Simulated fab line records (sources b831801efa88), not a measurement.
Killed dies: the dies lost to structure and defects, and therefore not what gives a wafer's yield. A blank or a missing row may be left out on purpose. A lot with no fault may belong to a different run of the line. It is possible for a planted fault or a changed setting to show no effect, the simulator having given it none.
Which of the tools did it? :: flow sky130 :: 24 lots, 72 wafers sampled, at 4 steps of a route of 708

## WHAT EACH GAUGE READ, for each wafer
SKY_VIA2_OVL_MEAS_13. Usual: VIA2_OVL gives -2 nm (standard deviation 6.2).
lot: L074
measured: day 37 12:49
on: overlay-01
VIA2_OVL (nm): -2 -3 0
flag: 

lot: L075
measured: day 37 17:20
on: overlay-01
VIA2_OVL (nm): 0 5 5
flag: 

lot: L076
measured: day 38 13:05
on: overlay-02
VIA2_OVL (nm): -3 1 -2
flag: 

lot: L077
measured: day 39 04:47
on: overlay-01
VIA2_OVL (nm): 0 11 7
flag: 

lot: L078
measured: day 39 11:41
on: overlay-01
VIA2_OVL (nm): 3 -1 6
flag: 

lot: L079
measured: day 39 17:46
on: overlay-01
VIA2_OVL (nm): -3 -4 -3
flag: 

lot: L080
measured: day 40 00:04
on: overlay-01
VIA2_OVL (nm): 6 -6 -2
flag: 

lot: L081
measured: day 40 07:58
on: overlay-02
VIA2_OVL (nm): -10 0 2
flag: 

lot: L082
measured: day 40 13:10
on: overlay-02
VIA2_OVL (nm): 1 -10 2
flag: 

lot: L083
measured: day 41 01:34
on: overlay-02
VIA2_OVL (nm): -3 -6 -11
flag: 

lot: L084
measured: day 41 04:52
on: overlay-01
VIA2_OVL (nm): 0 1 -7
flag: 

lot: L085
measured: day 41 18:46
on: overlay-01
VIA2_OVL (nm): 8 3 0
flag: 

lot: L086
measured: day 41 20:04
on: overlay-01
VIA2_OVL (nm): -3 -6 3
flag: 

lot: L087
measured: day 42 06:32
on: overlay-02
VIA2_OVL (nm): 4 -9 -5
flag: 

lot: L088
measured: day 42 11:28
on: overlay-02
VIA2_OVL (nm): -10 -2 -2
flag: 

lot: L089
measured: day 42 15:22
on: overlay-01
VIA2_OVL (nm): 7 2 5
flag: 

lot: L090
measured: day 43 02:34
on: overlay-01
VIA2_OVL (nm): -2 3 -5
flag: 

lot: L091
measured: day 43 14:34
on: overlay-02
VIA2_OVL (nm): -13 1 -13
flag: 

lot: L093
measured: day 43 21:43
on: overlay-01
VIA2_OVL (nm): 3 6 6
flag: 

lot: L092
measured: day 43 23:34
on: overlay-01
VIA2_OVL (nm): -9 -10 -19
flag: 

lot: L094
measured: day 44 03:22
on: overlay-02
VIA2_OVL (nm): -8 -5 -4
flag: 

lot: L095
measured: day 44 11:58
on: overlay-02
VIA2_OVL (nm): 5 8 4
flag: 

lot: L096
measured: day 44 16:02
on: overlay-02
VIA2_OVL (nm): -9 -9 -11
flag: 

lot: L097
measured: day 44 20:34
on: overlay-02
VIA2_OVL (nm): 3 -3 -6
flag: 

## EACH LOT AND THE TOOL THAT RAN IT (in order: tool; ch and the chambers of the sampled wafers; start)
lot: L074
SKY_VIA1_ETCH_15: rieDiel-01 ch 0,2,3, day 34 23:56
SKY_VIA1_CVD_21: cvdW-02 ch 1, day 35 00:41
SKY_VIA1_CMP_24: cmp-02 ch 0,1,2, day 35 00:57

lot: L075
SKY_VIA1_ETCH_15: rieDiel-04 ch 0,2,3, day 35 05:06
SKY_VIA1_CVD_21: cvdW-01 ch 0,1, day 35 05:48
SKY_VIA1_CMP_24: cmp-02 ch 0,1,2, day 35 06:08

lot: L076
SKY_VIA1_ETCH_15: rieDiel-03 ch 0,1,3, day 35 23:31
SKY_VIA1_CVD_21: cvdW-01 ch 0,1, day 36 00:15
SKY_VIA1_CMP_24: cmp-02 ch 0,1, day 36 00:35

lot: L077
SKY_VIA1_ETCH_15: rieDiel-03 ch 1,3, day 36 15:15
SKY_VIA1_CVD_21: cvdW-02 ch 0,1, day 36 15:59
SKY_VIA1_CMP_24: cmp-02 ch 0,2, day 36 16:17

lot: L078
SKY_VIA1_ETCH_15: rieDiel-03 ch 0,2,3, day 36 21:44
SKY_VIA1_CVD_21: cvdW-01 ch 0,1, day 36 22:29
SKY_VIA1_CMP_24: cmp-02 ch 0,1, day 36 22:43

lot: L079
SKY_VIA1_ETCH_15: rieDiel-04 ch 1,2,3, day 37 03:38
SKY_VIA1_CVD_21: cvdW-01 ch 0,1, day 37 04:20
SKY_VIA1_CMP_24: cmp-02 ch 0,2,3, day 37 04:37

lot: L080
SKY_VIA1_ETCH_15: rieDiel-04 ch 1,2, day 37 10:26
SKY_VIA1_CVD_21: cvdW-02 ch 1, day 37 11:08
SKY_VIA1_CMP_24: cmp-02 ch 1,2,3, day 37 12:01

lot: L081
SKY_VIA1_ETCH_15: rieDiel-03 ch 1,2,3, day 37 18:06
SKY_VIA1_CVD_21: cvdW-02 ch 0,1, day 37 18:48
SKY_VIA1_CMP_24: cmp-02 ch 0,1,3, day 37 19:11

lot: L082
SKY_VIA1_ETCH_15: rieDiel-04 ch 0,2,3, day 37 23:44
SKY_VIA1_CVD_21: cvdW-01 ch 0,1, day 38 00:28
SKY_VIA1_CMP_24: cmp-02 ch 0,1,2, day 38 00:50

lot: L083
SKY_VIA1_ETCH_15: rieDiel-01 ch 2,3, day 38 12:30
SKY_VIA1_CVD_21: cvdW-02 ch 0,1, day 38 13:12
SKY_VIA1_CMP_24: cmp-02 ch 1,2,3, day 38 13:44

lot: L084
SKY_VIA1_ETCH_15: rieDiel-01 ch 1,2,3, day 38 18:08
SKY_VIA1_CVD_21: cvdW-01 ch 0,1, day 38 18:51
SKY_VIA1_CMP_24: cmp-01 ch 2,3, day 38 19:07

lot: L085
SKY_VIA1_ETCH_15: rieDiel-03 ch 0,1,3, day 39 08:02
SKY_VIA1_CVD_21: cvdW-01 ch 0,1, day 39 08:47
SKY_VIA1_CMP_24: cmp-01 ch 1,2,3, day 39 09:03

lot: L086
SKY_VIA1_ETCH_15: rieDiel-01 ch 1,2,3, day 39 10:17
SKY_VIA1_CVD_21: cvdW-02 ch 0,1, day 39 11:00
SKY_VIA1_CMP_24: cmp-02 ch 0,2,3, day 39 11:16

lot: L087
SKY_VIA1_ETCH_15: rieDiel-01 ch 0,1,2, day 39 22:07
SKY_VIA1_CVD_21: cvdW-02 ch 0,1, day 39 22:50
SKY_VIA1_CMP_24: cmp-02 ch 0,1,2, day 39 23:13

lot: L088
SKY_VIA1_ETCH_15: rieDiel-04 ch 0,1, day 40 03:14
SKY_VIA1_CVD_21: cvdW-01 ch 0,1, day 40 04:02
SKY_VIA1_CMP_24: cmp-02 ch 0,1,3, day 40 04:25

lot: L089
SKY_VIA1_ETCH_15: rieDiel-04 ch 1,3, day 40 07:53
SKY_VIA1_CVD_21: cvdW-02 ch 0,1, day 40 08:38
SKY_VIA1_CMP_24: cmp-02 ch 0,2,3, day 40 08:55

lot: L090
SKY_VIA1_ETCH_15: rieDiel-04 ch 1,2,3, day 40 21:29
SKY_VIA1_CVD_21: cvdW-02 ch 0,1, day 40 22:11
SKY_VIA1_CMP_24: cmp-01 ch 0,1,3, day 40 22:34

lot: L091
SKY_VIA1_ETCH_15: rieDiel-04 ch 0,2,3, day 41 10:08
SKY_VIA1_CVD_21: cvdW-02 ch 0,1, day 41 10:50
SKY_VIA1_CMP_24: cmp-02 ch 1,2, day 41 11:10

lot: L093
SKY_VIA1_ETCH_15: rieDiel-04 ch 2,3, day 41 18:11
SKY_VIA1_CVD_21: cvdW-01 ch 0,1, day 41 18:53
SKY_VIA1_CMP_24: cmp-01 ch 0,1,3, day 41 19:10

lot: L092
SKY_VIA1_ETCH_15: rieDiel-03 ch 1,3, day 41 19:59
SKY_VIA1_CVD_21: cvdW-02 ch 0,1, day 41 20:41
SKY_VIA1_CMP_24: cmp-02 ch 1,3, day 41 21:01

lot: L094
SKY_VIA1_ETCH_15: rieDiel-03 ch 0,2, day 42 00:39
SKY_VIA1_CVD_21: cvdW-01 ch 0,1, day 42 01:21
SKY_VIA1_CMP_24: cmp-02 ch 0,1,2, day 42 01:43

lot: L095
SKY_VIA1_ETCH_15: rieDiel-04 ch 1,3, day 42 08:47
SKY_VIA1_CVD_21: cvdW-02 ch 1, day 42 09:32
SKY_VIA1_CMP_24: cmp-01 ch 1,2, day 42 09:55

lot: L096
SKY_VIA1_ETCH_15: rieDiel-01 ch 1,2,3, day 42 14:08
SKY_VIA1_CVD_21: cvdW-02 ch 0,1, day 42 14:50
SKY_VIA1_CMP_24: cmp-02 ch 0,2,3, day 42 15:13

lot: L097
SKY_VIA1_ETCH_15: rieDiel-04 ch 1,2, day 42 18:36
SKY_VIA1_CVD_21: cvdW-01 ch 0,1, day 42 19:18
SKY_VIA1_CMP_24: cmp-02 ch 0,1,2, day 42 19:34
- SKY_VIA1_ETCH_15: etches SiO2 in C4F8/O2/Ar, stops on TiN, target depth 351 nm, time 54 s.
- SKY_VIA1_CVD_21: deposits W, target thk 270 nm, time 80.902 s.
- SKY_VIA1_CMP_24: polishes, stops on SiO2, t overpolish 15 s, target thk 0 nm.

## AS READ BY THE TOOLS THEMSELVES (means over the sampled wafers that have a number; for cases with no such wafer, the mark the record gives instead)
SKY_VIA1_ETCH_15. Usual: 0.985 a.u. for oesProductAu, sd 0.0053.
lot: L074
tool: rieDiel-01
oesProductAu (a.u.): 0.984
flag: 

lot: L075
tool: rieDiel-04
oesProductAu (a.u.): 0.984
flag: 

lot: L076
tool: rieDiel-03
oesProductAu (a.u.): 0.986
flag: 

lot: L077
tool: rieDiel-03
oesProductAu (a.u.): 0.987
flag: 

lot: L078
tool: rieDiel-03
oesProductAu (a.u.): 0.981
flag: 

lot: L079
tool: rieDiel-04
oesProductAu (a.u.): 0.987
flag: 

lot: L080
tool: rieDiel-04
oesProductAu (a.u.): 0.983
flag: 

lot: L081
tool: rieDiel-03
oesProductAu (a.u.): 0.984
flag: 

lot: L082
tool: rieDiel-04
oesProductAu (a.u.): 0.988
flag: 

lot: L083
tool: rieDiel-01
oesProductAu (a.u.): 0.987
flag: 

lot: L084
tool: rieDiel-01
oesProductAu (a.u.): 0.982
flag: 

lot: L085
tool: rieDiel-03
oesProductAu (a.u.): 0.983
flag: 

lot: L086
tool: rieDiel-01
oesProductAu (a.u.): 0.987
flag: 

lot: L087
tool: rieDiel-01
oesProductAu (a.u.): 0.985
flag: 

lot: L088
tool: rieDiel-04
oesProductAu (a.u.): 0.986
flag: 

lot: L089
tool: rieDiel-04
oesProductAu (a.u.): 0.992
flag: 

lot: L090
tool: rieDiel-04
oesProductAu (a.u.): 0.993
flag: 

lot: L091
tool: rieDiel-04
oesProductAu (a.u.): 0.986
flag: 

lot: L093
tool: rieDiel-04
oesProductAu (a.u.): 0.986
flag: 

lot: L092
tool: rieDiel-03
oesProductAu (a.u.): 0.978
flag: 

lot: L094
tool: rieDiel-03
oesProductAu (a.u.): 0.982
flag: 

lot: L095
tool: rieDiel-04
oesProductAu (a.u.): 0.984
flag: 

lot: L096
tool: rieDiel-01
oesProductAu (a.u.): 0.986
flag: 

lot: L097
tool: rieDiel-04
oesProductAu (a.u.): 0.990
flag: 

SKY_VIA1_CVD_21. Usual: 808 W for heaterPowerW, sd 83.
lot: L074
tool: cvdW-02
heaterPowerW (W): 876
flag: 

lot: L075
tool: cvdW-01
heaterPowerW (W): 767
flag: 

lot: L076
tool: cvdW-01
heaterPowerW (W): 724
flag: 

lot: L077
tool: cvdW-02
heaterPowerW (W): 887
flag: 

lot: L078
tool: cvdW-01
heaterPowerW (W): 723
flag: 

lot: L079
tool: cvdW-01
heaterPowerW (W): 761
flag: 

lot: L080
tool: cvdW-02
heaterPowerW (W): 885
flag: 

lot: L081
tool: cvdW-02
heaterPowerW (W): 884
flag: 

lot: L082
tool: cvdW-01
heaterPowerW (W): 723
flag: 

lot: L083
tool: cvdW-02
heaterPowerW (W): 896
flag: 

lot: L084
tool: cvdW-01
heaterPowerW (W): 759
flag: 

lot: L085
tool: cvdW-01
heaterPowerW (W): 718
flag: 

lot: L086
tool: cvdW-02
heaterPowerW (W): 831
flag: 

lot: L087
tool: cvdW-02
heaterPowerW (W): 848
flag: 

lot: L088
tool: cvdW-01
heaterPowerW (W): 722
flag: 

lot: L089
tool: cvdW-02
heaterPowerW (W): 837
flag: 

lot: L090
tool: cvdW-02
heaterPowerW (W): 845
flag: 

lot: L091
tool: cvdW-02
heaterPowerW (W): 879
flag: 

lot: L093
tool: cvdW-01
heaterPowerW (W): 721
flag: 

lot: L092
tool: cvdW-02
heaterPowerW (W): 869
flag: 

lot: L094
tool: cvdW-01
heaterPowerW (W): 719
flag: 

lot: L095
tool: cvdW-02
heaterPowerW (W): 795
flag: 

lot: L096
tool: cvdW-02
heaterPowerW (W): 830
flag: 

lot: L097
tool: cvdW-01
heaterPowerW (W): 769
flag: 

SKY_VIA1_CMP_24. Usual: motorCurrentA 10.4 A, standard deviation 0.8; overpolishRunS 14.999 s, standard deviation 0.0078; timeToEndpointS 64.9 s, standard deviation 2.9.
lot: L074
tool: cmp-02
motorCurrentA (A): 10.4
overpolishRunS (s): 14.996
timeToEndpointS (s): 65.8
flag: 

lot: L075
tool: cmp-02
motorCurrentA (A): 10.0
overpolishRunS (s): 15.000
timeToEndpointS (s): 66.6
flag: 

lot: L076
tool: cmp-02
motorCurrentA (A): 10.3
overpolishRunS (s): 15.002
timeToEndpointS (s): 66.8
flag: 

lot: L077
tool: cmp-02
motorCurrentA (A): 10.1
overpolishRunS (s): 15.007
timeToEndpointS (s): 65.4
flag: 

lot: L078
tool: cmp-02
motorCurrentA (A): 10.2
overpolishRunS (s): 15.005
timeToEndpointS (s): 67.0
flag: 

lot: L079
tool: cmp-02
motorCurrentA (A): 10.2
overpolishRunS (s): 14.997
timeToEndpointS (s): 67.1
flag: 

lot: L080
tool: cmp-02
motorCurrentA (A): 10.6
overpolishRunS (s): 14.998
timeToEndpointS (s): 63.2
flag: 

lot: L081
tool: cmp-02
motorCurrentA (A): 10.6
overpolishRunS (s): 14.996
timeToEndpointS (s): 62.1
flag: 

lot: L082
tool: cmp-02
motorCurrentA (A): 10.3
overpolishRunS (s): 15.003
timeToEndpointS (s): 65.3
flag: 

lot: L083
tool: cmp-02
motorCurrentA (A): 10.3
overpolishRunS (s): 14.998
timeToEndpointS (s): 63.9
flag: 

lot: L084
tool: cmp-01
motorCurrentA (A): 10.6
overpolishRunS (s): 14.996
timeToEndpointS (s): 66.7
flag: 

lot: L085
tool: cmp-01
motorCurrentA (A): 10.9
overpolishRunS (s): 14.997
timeToEndpointS (s): 66.6
flag: 

lot: L086
tool: cmp-02
motorCurrentA (A): 10.3
overpolishRunS (s): 14.998
timeToEndpointS (s): 60.2
flag: 

lot: L087
tool: cmp-02
motorCurrentA (A): 10.5
overpolishRunS (s): 15.001
timeToEndpointS (s): 61.2
flag: 

lot: L088
tool: cmp-02
motorCurrentA (A): 10.1
overpolishRunS (s): 14.998
timeToEndpointS (s): 64.1
flag: 

lot: L089
tool: cmp-02
motorCurrentA (A): 9.8
overpolishRunS (s): 14.989
timeToEndpointS (s): 63.9
flag: 

lot: L090
tool: cmp-01
motorCurrentA (A): 11.1
overpolishRunS (s): 15.004
timeToEndpointS (s): 65.0
flag: 

lot: L091
tool: cmp-02
motorCurrentA (A): 10.6
overpolishRunS (s): 14.994
timeToEndpointS (s): 63.4
flag: 

lot: L093
tool: cmp-01
motorCurrentA (A): 11.5
overpolishRunS (s): 15.001
timeToEndpointS (s): 66.0
flag: 

lot: L092
tool: cmp-02
motorCurrentA (A): 10.7
overpolishRunS (s): 15.002
timeToEndpointS (s): 61.9
flag: 

lot: L094
tool: cmp-02
motorCurrentA (A): 10.6
overpolishRunS (s): 15.005
timeToEndpointS (s): 67.0
flag: 

lot: L095
tool: cmp-01
motorCurrentA (A): 10.9
overpolishRunS (s): 14.992
timeToEndpointS (s): 65.6
flag: 

lot: L096
tool: cmp-02
motorCurrentA (A): 10.0
overpolishRunS (s): 14.995
timeToEndpointS (s): 69.0
flag: 

lot: L097
tool: cmp-02
motorCurrentA (A): 10.5
overpolishRunS (s): 15.008
timeToEndpointS (s): 63.4
flag: 

## THE ANSWER, worked out from the rows above alone
Rule: a lot counts as off when the mean over its wafers that have a number is more than 3 standard deviations away from the usual mean. Also off: a lot with no number at a reading for which 4 or more lots have one. Any other lot the step has rows for is counted as sound. First the gauges in route order, then the tools' own readings, where a lot's mean is used as printed above. The first step at which some lot is off is used, and at that step the reading that is off furthest; a lot without a number counts as furthest.
Nothing can be told from this: no lot is off at any reading shown.

## WHAT THE SIMULATOR HAD PUT IN
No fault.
